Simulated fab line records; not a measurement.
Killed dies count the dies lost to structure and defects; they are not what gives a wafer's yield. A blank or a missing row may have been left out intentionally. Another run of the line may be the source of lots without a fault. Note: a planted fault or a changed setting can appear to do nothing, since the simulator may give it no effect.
Which tool was responsible?    flow sky130    6 lots (18 wafers sampled), 1 step of a 708-step route

WHAT THE GAUGES READ, wafer by wafer
SKY_METAL2_OVL_MEAS_16.
lot   measured      on          METAL2_OVL (nm)
L732  day 35 12:58  overlay-02  -6 1 1
L736  day 37 02:42  overlay-02  -2 -2 -5
L740  day 38 09:52  overlay-02  3 0 0
L749  day 40 21:12  overlay-01  8 3 7
L751  day 41 11:37  overlay-01  2 4 3
L753  day 41 23:53  overlay-02  7 4 -4

WHAT TOOL EACH LOT RAN ON (gives the tool, then ch and the chambers of the sampled wafers, and finally the start)
The record holds no process step before these readings.

THE ANSWER, worked out from the rows above alone
Rule: the usual values come from the lots themselves. The widest of any qualifying gaps counts: lots, ordered by their means at a reading, are off when they make up no more than a third of the lots, leave a main group of 4 or more, and stand apart from it by 3 or more times the standard deviation of that group's means. The tables above print the reading to a certain number of digits; a main group whose means all agree to those digits is not used. A lot without any number at a reading at which 4 lots or more have one is off too. Where the step has rows for the other lots, those lots are counted as sound.
Across all readings shown, no lot is off: no conclusion can be drawn from this.

WHAT HAD BEEN PUT IN BY THE SIMULATOR
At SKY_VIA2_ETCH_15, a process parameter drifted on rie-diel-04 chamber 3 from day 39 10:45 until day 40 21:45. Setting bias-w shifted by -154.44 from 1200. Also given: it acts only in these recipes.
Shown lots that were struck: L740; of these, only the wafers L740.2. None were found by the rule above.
